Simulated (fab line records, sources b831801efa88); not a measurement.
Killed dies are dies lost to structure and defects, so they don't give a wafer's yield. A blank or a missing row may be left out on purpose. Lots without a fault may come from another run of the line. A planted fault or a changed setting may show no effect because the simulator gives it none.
Chamber matching | flow sky130 | SKY_VIA3_CMP_24 on cmp-01: 4 sister chambers
The step polishes, stops on SiO2, t overpolish 20 s, target thk 0 nm. 4 wafers are shown with their chamber, then 7 later ones without.

WAFERS WITH THEIR CHAMBER
wafer  | chamber | motor_current_A (A)
L773.2 | 0       | 12.3
L775.3 | 2       | 12.3
L777.2 | 1       | 11.5
L777.3 | 3       | 13.3

WAFERS WITHOUT THEIR CHAMBER
wafer  | motor_current_A (A)
L777.6 | 11.5
L783.2 | 14.4
L783.3 | 11.7
L783.6 | 14.5
L790.1 | 12.7
L790.4 | 12.1
L790.6 | 12.1

WHICH CHAMBER EACH WENT THROUGH
wafer  | from the rows above               | in truth
L777.6 | can't be placed: 1 or 0 or 2      | 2
L783.2 | can't be placed: 3 or 0 or 2      | 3
L783.3 | can't be placed: 1 or 0 or 2      | 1
L783.6 | can't be placed: 3 or 0 or 2      | 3
L790.1 | can't be placed: 0 or 2 or 3 or 1 | 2
L790.4 | can't be placed: 0 or 2 or 1 or 3 | 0
L790.6 | can't be placed: 0 or 2 or 1 or 3 | 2
Placed correctly: 0 of 7. Can't be placed from these rows: 7 (the true chamber is among the candidates in 7). Placed wrongly: 0.
How it was worked out, from the rows above alone: a wafer's distance from a chamber is the root of the sum, over the readings, of the square of ((its reading less the chamber's mean) divided by the reading's scatter). The wafer belongs to the nearest chamber; if the next one is less than 2 further off, it can't be placed. A chamber's mean is the mean of its shown wafers. The scatter: with one shown wafer a chamber, the root of the mean of the squares of how far each hidden wafer lies from its nearest shown one.
